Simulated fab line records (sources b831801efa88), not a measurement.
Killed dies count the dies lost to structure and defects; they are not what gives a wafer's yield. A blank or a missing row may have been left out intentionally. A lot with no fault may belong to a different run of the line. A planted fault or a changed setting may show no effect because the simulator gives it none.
Which tool is to blame? || flow sky130 || at 1 step of a route of 708, 10 lots with 30 wafers sampled

## WHAT EACH GAUGE READ, for each wafer
SKY_SD_N_CD_MEAS_07: target cd 380 nm. Usual: cd_nm reads 379.8 nm (standard deviation 2.4).
{"lot": "L176", "measured": "day 30 12:17", "on": "cd_sem-01", "cd_nm (nm)": "381.4 382.8 382.2", "flag": ""}
{"lot": "L181", "measured": "day 31 04:05", "on": "cd_sem-02", "cd_nm (nm)": "381.1 380.3 380.5", "flag": ""}
{"lot": "L187", "measured": "day 33 06:22", "on": "cd_sem-01", "cd_nm (nm)": "378.3 378.9 378.8", "flag": ""}
{"lot": "L188", "measured": "day 33 07:56", "on": "cd_sem-02", "cd_nm (nm)": "381.0 380.5 378.5", "flag": ""}
{"lot": "L189", "measured": "day 33 12:16", "on": "cd_sem-01", "cd_nm (nm)": "381.1 380.6 382.4", "flag": ""}
{"lot": "L190", "measured": "day 34 03:46", "on": "cd_sem-02", "cd_nm (nm)": "381.6 380.7 380.6", "flag": ""}
{"lot": "L191", "measured": "day 34 08:07", "on": "cd_sem-01", "cd_nm (nm)": "384.5 385.5 385.2", "flag": ""}
{"lot": "L192", "measured": "day 34 09:01", "on": "cd_sem-02", "cd_nm (nm)": "381.5 379.9 379.9", "flag": ""}
{"lot": "L193", "measured": "day 34 20:34", "on": "cd_sem-01", "cd_nm (nm)": "379.7 377.9 379.9", "flag": ""}
{"lot": "L194", "measured": "day 35 06:07", "on": "cd_sem-01", "cd_nm (nm)": "379.9 380.2 381.2", "flag": ""}

## TOOL THAT RAN EACH LOT (tool first, then ch and the chambers of the sampled wafers, then the start)
No process step before these readings appears in the record.

## AS READ BY THE TOOLS THEMSELVES (means over the sampled wafers that have a number; for cases with no such wafer, the mark the record gives instead)
The record holds no such reading with a usual standard deviation.

## THE ANSWER, worked out from the rows above alone
Rule: take the mean of a lot's wafers that have a number; if it is more than 3 standard deviations from the usual mean, the lot is off. A lot without any number at a reading at which 4 lots or more have one is off too. All remaining lots with rows at the step are treated as sound. After the gauges, taken in route order, come the tools' own readings; for these a lot's mean is taken, as printed above. At the first step where some lot is off, the reading lying furthest off is the one used; lots without a number count as furthest.
No lot is off at any reading shown: from this, nothing can be told.

## WHAT THE SIMULATOR HAD INSERTED
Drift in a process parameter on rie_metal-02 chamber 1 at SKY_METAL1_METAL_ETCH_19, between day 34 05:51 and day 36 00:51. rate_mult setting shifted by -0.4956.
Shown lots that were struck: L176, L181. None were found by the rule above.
